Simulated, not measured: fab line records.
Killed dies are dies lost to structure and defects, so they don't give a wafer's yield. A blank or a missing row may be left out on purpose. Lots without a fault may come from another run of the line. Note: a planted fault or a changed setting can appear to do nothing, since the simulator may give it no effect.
Which tool was responsible? || flow sky130 || 14 lots with 42 wafers sampled at 4 steps, on a route of 708 steps

WHAT THE GAUGES SHOWED, per wafer
SKY_VT_ADJUST_HVTP_OVL_MEAS_08. Usual: VT_ADJUST_HVTP_OVL -0.5 nm, standard deviation 1.6.
{"lot": "L957", "measured": "day 6 06:04", "on": "overlay-01", "VT_ADJUST_HVTP_OVL (nm)": "-0.7 -2.8 -1.1", "flag": ""}
{"lot": "L959", "measured": "day 6 17:53", "on": "overlay-01", "VT_ADJUST_HVTP_OVL (nm)": "-1.1 -4.0 -2.2", "flag": ""}
{"lot": "L960", "measured": "day 6 22:25", "on": "overlay-01", "VT_ADJUST_HVTP_OVL (nm)": "-1.1 0.2 0.6", "flag": ""}
{"lot": "L961", "measured": "day 7 06:08", "on": "overlay-02", "VT_ADJUST_HVTP_OVL (nm)": "0.8 0.0 -0.5", "flag": ""}
{"lot": "L962", "measured": "day 7 12:56", "on": "overlay-01", "VT_ADJUST_HVTP_OVL (nm)": "-0.3 2.8 0.3", "flag": ""}
{"lot": "L966", "measured": "day 8 23:32", "on": "overlay-01", "VT_ADJUST_HVTP_OVL (nm)": "3.5 1.2 2.0", "flag": ""}
{"lot": "L967", "measured": "day 9 05:10", "on": "overlay-01", "VT_ADJUST_HVTP_OVL (nm)": "-1.6 0.5 1.4", "flag": ""}
{"lot": "L970", "measured": "day 9 13:11", "on": "overlay-02", "VT_ADJUST_HVTP_OVL (nm)": "0.7 -1.3 -1.5", "flag": ""}
{"lot": "L975", "measured": "day 10 20:08", "on": "overlay-02", "VT_ADJUST_HVTP_OVL (nm)": "-2.0 -0.6 -0.9", "flag": ""}
{"lot": "L976", "measured": "day 11 01:01", "on": "overlay-02", "VT_ADJUST_HVTP_OVL (nm)": "-0.3 1.2 0.2", "flag": ""}
{"lot": "L977", "measured": "day 11 12:40", "on": "overlay-02", "VT_ADJUST_HVTP_OVL (nm)": "-2.5 -1.0 -0.4", "flag": ""}
{"lot": "L978", "measured": "day 11 20:22", "on": "overlay-02", "VT_ADJUST_HVTP_OVL (nm)": "-0.7 -0.5 -0.8", "flag": ""}
{"lot": "L979", "measured": "day 11 22:43", "on": "overlay-01", "VT_ADJUST_HVTP_OVL (nm)": "-3.6 -2.1 -3.7", "flag": ""}
{"lot": "L980", "measured": "day 12 06:59", "on": "overlay-01", "VT_ADJUST_HVTP_OVL (nm)": "-0.7 -1.2 -3.3", "flag": ""}

SKY_VT_ADJUST_LVTN_TW_MEAS_21. Usual: VT_ADJUST_LVTN_2_TW 188.6, standard deviation 1.1.
{"lot": "L957", "measured": "day 7 20:40", "on": "film metro-02", "VT_ADJUST_LVTN_2_TW": "187.8 188.3 188.9", "flag": ""}
{"lot": "L959", "measured": "day 8 11:23", "on": "film metro-02", "VT_ADJUST_LVTN_2_TW": "189.0 188.6 188.6", "flag": ""}
{"lot": "L960", "measured": "day 8 16:32", "on": "film metro-03", "VT_ADJUST_LVTN_2_TW": "186.8 188.0 186.0", "flag": ""}
{"lot": "L961", "measured": "day 9 00:19", "on": "film metro-03", "VT_ADJUST_LVTN_2_TW": "186.7 187.2 187.6", "flag": ""}
{"lot": "L962", "measured": "day 9 06:53", "on": "film metro-03", "VT_ADJUST_LVTN_2_TW": "187.3 188.1 187.5", "flag": ""}
{"lot": "L966", "measured": "day 10 21:01", "on": "film metro-03", "VT_ADJUST_LVTN_2_TW": "187.0 187.3 186.9", "flag": ""}
{"lot": "L967", "measured": "day 11 03:56", "on": "film metro-02", "VT_ADJUST_LVTN_2_TW": "189.1 190.2 188.6", "flag": ""}
{"lot": "L970", "measured": "day 11 12:27", "on": "film metro-02", "VT_ADJUST_LVTN_2_TW": "189.1 188.8 189.2", "flag": ""}
{"lot": "L975", "measured": "day 12 22:13", "on": "film metro-04", "VT_ADJUST_LVTN_2_TW": "188.5 188.6 188.5", "flag": ""}
{"lot": "L976", "measured": "day 13 02:50", "on": "film metro-04", "VT_ADJUST_LVTN_2_TW": "190.1 189.6 190.5", "flag": ""}
{"lot": "L977", "measured": "day 13 16:19", "on": "film metro-02", "VT_ADJUST_LVTN_2_TW": "188.0 188.3 188.1", "flag": ""}
{"lot": "L978", "measured": "day 14 00:58", "on": "film metro-04", "VT_ADJUST_LVTN_2_TW": "188.5 189.6 189.1", "flag": ""}
{"lot": "L979", "measured": "day 14 03:25", "on": "film metro-02", "VT_ADJUST_LVTN_2_TW": "188.4 188.9 188.3", "flag": ""}
{"lot": "L980", "measured": "day 14 12:07", "on": "film metro-04", "VT_ADJUST_LVTN_2_TW": "190.5 189.5 189.5", "flag": ""}

SKY_VT_ADJUST_PCH_OVL_MEAS_07. Usual: VT_ADJUST_PCH_OVL 0.1 nm, standard deviation 1.3.
{"lot": "L957", "measured": "day 10 14:03", "on": "overlay-02", "VT_ADJUST_PCH_OVL (nm)": "1.2 0.5 0.5", "flag": ""}
{"lot": "L959", "measured": "day 11 06:28", "on": "overlay-02", "VT_ADJUST_PCH_OVL (nm)": "0.8 -0.8 1.3", "flag": ""}
{"lot": "L960", "measured": "day 11 11:57", "on": "overlay-01", "VT_ADJUST_PCH_OVL (nm)": "-0.8 -1.8 -0.8", "flag": ""}
{"lot": "L961", "measured": "day 11 22:43", "on": "overlay-02", "VT_ADJUST_PCH_OVL (nm)": "1.5 0.6 -0.8", "flag": ""}
{"lot": "L962", "measured": "day 12 06:01", "on": "overlay-02", "VT_ADJUST_PCH_OVL (nm)": "2.4 0.5 0.3", "flag": ""}
{"lot": "L966", "measured": "day 14 01:24", "on": "overlay-01", "VT_ADJUST_PCH_OVL (nm)": "1.1 -0.2 -0.7", "flag": ""}
{"lot": "L967", "measured": "day 14 08:55", "on": "overlay-02", "VT_ADJUST_PCH_OVL (nm)": "2.3 1.1 0.8", "flag": ""}
{"lot": "L970", "measured": "day 14 16:47", "on": "overlay-02", "VT_ADJUST_PCH_OVL (nm)": "-0.1 0.3 2.1", "flag": ""}
{"lot": "L975", "measured": "day 16 09:13", "on": "overlay-01", "VT_ADJUST_PCH_OVL (nm)": "-0.8 -0.3 0.4", "flag": ""}
{"lot": "L976", "measured": "day 16 13:28", "on": "overlay-01", "VT_ADJUST_PCH_OVL (nm)": "0.7 1.7 0.7", "flag": ""}
{"lot": "L977", "measured": "day 17 05:10", "on": "overlay-02", "VT_ADJUST_PCH_OVL (nm)": "0.4 -0.2 0.9", "flag": ""}
{"lot": "L978", "measured": "day 17 14:09", "on": "overlay-01", "VT_ADJUST_PCH_OVL (nm)": "-1.6 -1.9 -0.1", "flag": ""}
{"lot": "L979", "measured": "day 17 16:03", "on": "overlay-02", "VT_ADJUST_PCH_OVL (nm)": "-1.6 -1.5 -0.3", "flag": ""}
{"lot": "L980", "measured": "day 18 02:21", "on": "overlay-01", "VT_ADJUST_PCH_OVL (nm)": "-0.2 -1.1 0.3", "flag": ""}

WHICH TOOL RAN EACH LOT (tool, then ch and the chambers of the sampled wafers, then the start)
{"lot": "L957", "SKY_VT_ADJUST_HVTR_DEVELOP_06": "litho track-02 ch 0, day 9 14:20"}
{"lot": "L959", "SKY_VT_ADJUST_HVTR_DEVELOP_06": "litho track-01 ch 0, day 10 06:40"}
{"lot": "L960", "SKY_VT_ADJUST_HVTR_DEVELOP_06": "litho track-02 ch 0, day 10 12:05"}
{"lot": "L961", "SKY_VT_ADJUST_HVTR_DEVELOP_06": "litho track-02 ch 0, day 10 21:38"}
{"lot": "L962", "SKY_VT_ADJUST_HVTR_DEVELOP_06": "litho track-02 ch 0, day 11 05:33"}
{"lot": "L966", "SKY_VT_ADJUST_HVTR_DEVELOP_06": "litho track-02, day 12 22:14"}
{"lot": "L967", "SKY_VT_ADJUST_HVTR_DEVELOP_06": "litho track-01, day 13 06:06"}
{"lot": "L970", "SKY_VT_ADJUST_HVTR_DEVELOP_06": "litho track-01 ch 0, day 13 14:04"}
{"lot": "L975", "SKY_VT_ADJUST_HVTR_DEVELOP_06": "litho track-03 ch 0, day 15 04:40"}
{"lot": "L976", "SKY_VT_ADJUST_HVTR_DEVELOP_06": "litho track-03 ch 0, day 15 09:07"}
{"lot": "L977", "SKY_VT_ADJUST_HVTR_DEVELOP_06": "litho track-01 ch 0, day 15 23:51"}
{"lot": "L978", "SKY_VT_ADJUST_HVTR_DEVELOP_06": "litho track-03 ch 0, day 16 08:10"}
{"lot": "L979", "SKY_VT_ADJUST_HVTR_DEVELOP_06": "litho track-03 ch 0, day 16 10:21"}
{"lot": "L980", "SKY_VT_ADJUST_HVTR_DEVELOP_06": "litho track-03 ch 0, day 16 19:55"}
- SKY_VT_ADJUST_HVTR_DEVELOP_06: develop time 60 s.

AS READ BY THE TOOLS THEMSELVES (means over the sampled wafers that have a number; for cases with no such wafer, the mark the record gives instead)
SKY_VT_ADJUST_HVTR_DEVELOP_06. Usual: chill plate temp C at 22.98 C, with a standard deviation of 0.094.
{"lot": "L957", "tool": "litho track-02", "chill plate temp C (C)": 22.96, "flag": ""}
{"lot": "L959", "tool": "litho track-01", "chill plate temp C (C)": 22.89, "flag": ""}
{"lot": "L960", "tool": "litho track-02", "chill plate temp C (C)": 22.97, "flag": ""}
{"lot": "L961", "tool": "litho track-02", "chill plate temp C (C)": 23.05, "flag": ""}
{"lot": "L962", "tool": "litho track-02", "chill plate temp C (C)": 23.06, "flag": ""}
{"lot": "L966", "tool": "litho track-02", "chill plate temp C (C)": "-", "flag": "OFF"}
{"lot": "L967", "tool": "litho track-01", "chill plate temp C (C)": "-", "flag": "OFF"}
{"lot": "L970", "tool": "litho track-01", "chill plate temp C (C)": 23.09, "flag": ""}
{"lot": "L975", "tool": "litho track-03", "chill plate temp C (C)": 22.95, "flag": ""}
{"lot": "L976", "tool": "litho track-03", "chill plate temp C (C)": 22.97, "flag": ""}
{"lot": "L977", "tool": "litho track-01", "chill plate temp C (C)": 23.12, "flag": ""}
{"lot": "L978", "tool": "litho track-03", "chill plate temp C (C)": 22.97, "flag": ""}
{"lot": "L979", "tool": "litho track-03", "chill plate temp C (C)": 23.05, "flag": ""}
{"lot": "L980", "tool": "litho track-03", "chill plate temp C (C)": 22.93, "flag": ""}

THE ANSWER, worked out from the rows above alone
Rule: take the mean of a lot's wafers that have a number; if it is more than 3 standard deviations from the usual mean, the lot is off. A lot without any number at a reading at which 4 lots or more have one is off too. All remaining lots with rows at the step are treated as sound. The gauges are gone through in route order, then the tools' own readings, and for those a lot's mean is taken as printed above. At the first step where some lot is off, the reading lying furthest off is the one used; lots without a number count as furthest.
Off at SKY_VT_ADJUST_HVTR_DEVELOP_06 (chill plate temp C): L966, L967. Without a number there: L966, L967.
If a tool, at that step or one of the process steps before it, ran each lot that is off and ran no sound lot following the first of them, it fits. Not one of the candidates tried fits.

WHAT THE SIMULATOR HAD PUT IN
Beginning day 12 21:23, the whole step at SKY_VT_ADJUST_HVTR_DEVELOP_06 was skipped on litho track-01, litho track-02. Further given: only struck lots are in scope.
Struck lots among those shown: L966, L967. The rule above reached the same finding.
